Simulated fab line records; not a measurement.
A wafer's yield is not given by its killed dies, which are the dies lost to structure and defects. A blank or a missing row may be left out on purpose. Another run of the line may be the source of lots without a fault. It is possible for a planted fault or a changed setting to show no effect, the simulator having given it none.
Matching of chambers || flow sky130 || SKY_CONTACT_CMP_04 on cmp-02: 4 sister chambers
The step polishes SiO2. 4 wafers are shown with their chamber, then 9 later ones without.

== WAFERS WITH THEIR CHAMBER ==
{"wafer": "L616.5", "chamber": 3, "motor_current_A (A)": 10.8}
{"wafer": "L616.6", "chamber": 2, "motor_current_A (A)": 12.0}
{"wafer": "L623.5", "chamber": 0, "motor_current_A (A)": 12.2}
{"wafer": "L623.6", "chamber": 1, "motor_current_A (A)": 10.7}

== WAFERS WHOSE CHAMBER IS MISSING ==
{"wafer": "L624.1", "motor_current_A (A)": 12.3}
{"wafer": "L624.3", "motor_current_A (A)": 10.4}
{"wafer": "L624.4", "motor_current_A (A)": 12.5}
{"wafer": "L625.1", "motor_current_A (A)": 12.3}
{"wafer": "L625.2", "motor_current_A (A)": 11.0}
{"wafer": "L625.4", "motor_current_A (A)": 12.3}
{"wafer": "L627.3", "motor_current_A (A)": 10.5}
{"wafer": "L627.5", "motor_current_A (A)": 12.6}
{"wafer": "L627.6", "motor_current_A (A)": 10.4}

== THE CHAMBER EACH PASSED THROUGH ==
{"wafer": "L624.1", "from the rows above": "can't be placed: 0 or 2", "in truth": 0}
{"wafer": "L624.3", "from the rows above": "can't be placed: 1 or 3", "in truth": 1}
{"wafer": "L624.4", "from the rows above": "can't be placed: 0 or 2", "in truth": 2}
{"wafer": "L625.1", "from the rows above": "can't be placed: 0 or 2", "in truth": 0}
{"wafer": "L625.2", "from the rows above": "can't be placed: 3 or 1", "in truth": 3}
{"wafer": "L625.4", "from the rows above": "can't be placed: 0 or 2", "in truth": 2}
{"wafer": "L627.3", "from the rows above": "can't be placed: 1 or 3", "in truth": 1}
{"wafer": "L627.5", "from the rows above": "can't be placed: 0 or 2", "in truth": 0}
{"wafer": "L627.6", "from the rows above": "can't be placed: 1 or 3", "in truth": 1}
Correctly placed: 0 of 9. Unplaceable from these rows: 9, with the true chamber sitting among the candidates in 9. Number placed wrongly: 0.
How it was worked out, from the rows above alone: a wafer's distance from a chamber is the root of the sum, over the readings, of the square of ((its reading less the chamber's mean) divided by the reading's scatter). The wafer belongs to the nearest chamber; if the next one is less than 2 further off, it can't be placed. For every chamber, the mean is computed from those of its wafers that are shown. The scatter (one wafer shown for each chamber): square how far every hidden wafer sits from the nearest shown wafer, average those squares and take the square root.
